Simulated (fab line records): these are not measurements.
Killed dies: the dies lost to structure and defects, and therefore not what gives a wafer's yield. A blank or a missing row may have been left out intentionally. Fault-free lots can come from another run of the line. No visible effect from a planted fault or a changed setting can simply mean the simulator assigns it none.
Chamber matching	flow sky130	SKY_VIA1_CMP_02 on cmp-02 has 4 sister chambers
The step polishes SiO2. 8 wafers are shown with their chamber, then 12 later ones without.

WAFERS PAIRED WITH THEIR CHAMBERS
wafer	chamber	motor current A (A)	slurry filter dp kPa (kPa)
L082.5	2	11.9	13.76
L086.1	1	11.1	13.39
L090.1	3	9.3	13.45
L090.4	0	12.7	13.65
L090.6	0	12.4	13.48
L091.1	2	12.1	13.61
L091.2	1	10.8	13.35
L091.4	3	10.1	13.21

WAFERS WITHOUT THEIR CHAMBER
wafer	motor current A (A)	slurry filter dp kPa (kPa)
L092.1	12.0	13.42
L092.3	12.0	13.54
L092.5	12.8	13.67
L093.3	11.9	13.26
L093.4	9.8	13.33
L093.6	9.6	13.84
L095.1	10.3	13.37
L095.2	10.1	13.59
L095.4	12.1	13.62
L097.2	12.3	13.58
L097.3	10.8	13.49
L097.6	12.6	13.54

WHICH CHAMBER EACH ONE RAN IN
wafer	from the rows above	in truth
L092.1	can't be placed: 0 or 2 or 1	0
L092.3	can't be placed: 2 or 0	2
L092.5	can't be placed: 0 or 2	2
L093.3	can't be placed: 1 or 0 or 2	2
L093.4	3	3
L093.6	can't be placed: 3 or 1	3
L095.1	can't be placed: 3 or 1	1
L095.2	can't be placed: 3 or 1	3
L095.4	can't be placed: 2 or 0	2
L097.2	can't be placed: 0 or 2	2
L097.3	1	1
L097.6	can't be placed: 0 or 2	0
Correct placement for 2 of the 12. These rows do not allow placing 10 (true chamber among the candidates in 10). Placed wrongly: 0.
How it was worked out, from the rows above alone: a wafer's distance from a chamber is the root of the sum, over the readings, of the square of ((its reading less the chamber's mean) divided by the reading's scatter). The wafer belongs to the nearest chamber; if the next one is less than 2 further off, it can't be placed. The mean given for a chamber averages the wafers shown for that chamber. The scatter: the root of (the sum of the squares of (reading less its chamber's mean) over the shown wafers, divided by (wafers less chambers)).
